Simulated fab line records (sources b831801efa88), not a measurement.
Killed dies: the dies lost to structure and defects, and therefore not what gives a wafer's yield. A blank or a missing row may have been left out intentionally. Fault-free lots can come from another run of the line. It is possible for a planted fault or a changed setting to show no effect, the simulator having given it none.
A single fault, viewed from 2 desks -- flow sky130 -- only its own numbers are on each desk; what lay behind them is given at the end

FOR THE TOOL OWNER'S DESK: rie_metal-03
The tool's own readings at SKY_METAL5_METAL_ETCH_15 (etches the open film in Cl2/BCl3, stops on SiO2, target depth 1260 nm, time 252 s): means of the sampled wafers that have a number, for each lot that ran on this tool. A lot is out of limits, marked OUT, if its mean lies more than 4 standard deviations from the usual mean; the brackets give that distance.
Columns: A = drypump_motor_current_A at SKY_METAL5_METAL_ETCH_15, usual 5.8 A; B = he_backside_leak_sccm at SKY_METAL5_METAL_ETCH_15, usual 3.38 sccm; C = oes_product_au at SKY_METAL5_METAL_ETCH_15, usual 0.893 a.u.; D = throttle_valve_pct at SKY_METAL5_METAL_ETCH_15, usual 22.265 %
lot,first seen here,A,B,C,D
L735,day 43 09:04,6.3,3.21,0.890,22.271
L738,day 45 14:46,5.7,3.28,0.893,22.258
L745,day 46 06:23,5.7,3.44,0.865 (-6.0) OUT,22.270
L758,day 49 13:13,6.0,3.26,0.893,22.269
This desk's verdict: out of limits on L745, starting with L745 at day 46 06:23 (oes_product_au at SKY_METAL5_METAL_ETCH_15). L735, L738, L758 stayed within limits.

THE METROLOGY DESK
Means of the sampled wafers that have a number, per lot and without regard to the tool the lot ran on: this is what the gauges read. A lot is out of limits, marked OUT, if its mean lies more than 4 standard deviations from the usual mean; the brackets give that distance.
Columns: A = SONOS_ONO_CVD_04_THK at SKY_SONOS_ONO_THK_MEAS_05, usual 5.72 nm; B = cd_nm at SKY_POLY_GATE_CD_MEAS_22, usual 149.2 nm
lot,first seen here,A,B
L735,day 11 14:49,5.66,147.1
L736,day 11 20:23,5.74,150.7
L738,day 13 17:26,6.00,150.1
L745,day 14 13:51,5.85,148.3
L748,day 15 12:59,5.68,149.1
L750,day 16 13:05,5.75,146.8
L753,day 17 18:58,5.55,149.4
L752,day 17 20:14,5.91,149.0
L755,day 18 09:25,5.72,148.0
L758,day 19 02:41,5.85,148.5
L757,day 19 02:42,5.63,148.5
Finding of this desk: none of the 11 lots has anything out of limits.

PUT TOGETHER
At day 46 06:23, on L745, the tool owner's desk was in a position to raise an alarm.
The metrology desk saw nothing out of limits.
The metrology desk holds a record of L745, inside its limits.
Of the lots named, all ran SKY_METAL5_METAL_ETCH_15 on rie_metal-03.

WHAT THE SIMULATOR HAD PUT IN
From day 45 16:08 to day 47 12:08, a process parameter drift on rie_metal-03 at SKY_METAL5_METAL_ETCH_15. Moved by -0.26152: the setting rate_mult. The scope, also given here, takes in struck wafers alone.
Shown lots that were struck: L745.
Time in hours from fault onset to the first out-of-limits reading at each desk: the tool owner's desk, 14.
